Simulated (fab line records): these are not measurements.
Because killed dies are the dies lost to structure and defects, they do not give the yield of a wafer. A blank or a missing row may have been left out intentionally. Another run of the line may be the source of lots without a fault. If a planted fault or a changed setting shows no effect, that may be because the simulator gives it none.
Matching of chambers	flow sky130	rieDiel-02 running SKY_SONOS_ONO_ETCH_15: 4 sister chambers
The step etches the open film in CHF3/O2, target depth 19.52 nm, time 7.8 s. 8 wafers are shown with their chamber, then 9 later ones without.

== WAFERS PAIRED WITH THEIR CHAMBERS ==
wafer	chamber	drypumpMotorCurrentA (A)	oesProductAu (a.u.)
L083.3	0	5.5	1.002
L084.2	1	5.2	1.006
L084.6	0	5.6	0.995
L087.2	3	5.9	0.996
L087.5	2	5.7	0.997
L090.2	3	5.9	0.989
L090.4	2	5.7	0.996
L090.5	1	5.3	1.006

== WAFERS WITHOUT THEIR CHAMBER ==
wafer	drypumpMotorCurrentA (A)	oesProductAu (a.u.)
L093.1	5.7	1.008
L093.3	5.9	0.989
L093.6	5.9	1.000
L096.3	5.9	0.985
L096.5	5.7	1.001
L096.6	5.9	0.997
L097.2	5.2	0.996
L097.3	5.9	0.995
L097.6	5.2	0.995

== CHAMBER TAKEN BY EACH ==
wafer	from the rows above	in truth
L093.1	can't be placed: 2 or 0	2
L093.3	3	3
L093.6	can't be placed: 3 or 2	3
L096.3	3	3
L096.5	can't be placed: 2 or 0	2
L096.6	3	3
L097.2	1	1
L097.3	3	3
L097.6	1	1
Correctly placed: 6 of 9. From these rows, 3 cannot be placed; in 3 the true chamber is one of the candidates. Placed wrongly: 0.
How it was worked out, from the rows above alone: a wafer's distance from a chamber is the root of the sum, over the readings, of the square of ((its reading less the chamber's mean) divided by the reading's scatter). If the next closest chamber is less than 2 further off than the closest, the wafer can't be placed; otherwise it belongs to the closest. The mean given for a chamber averages the wafers shown for that chamber. The scatter: the root of (the sum of the squares of (reading less its chamber's mean) over the shown wafers, divided by (wafers less chambers)).
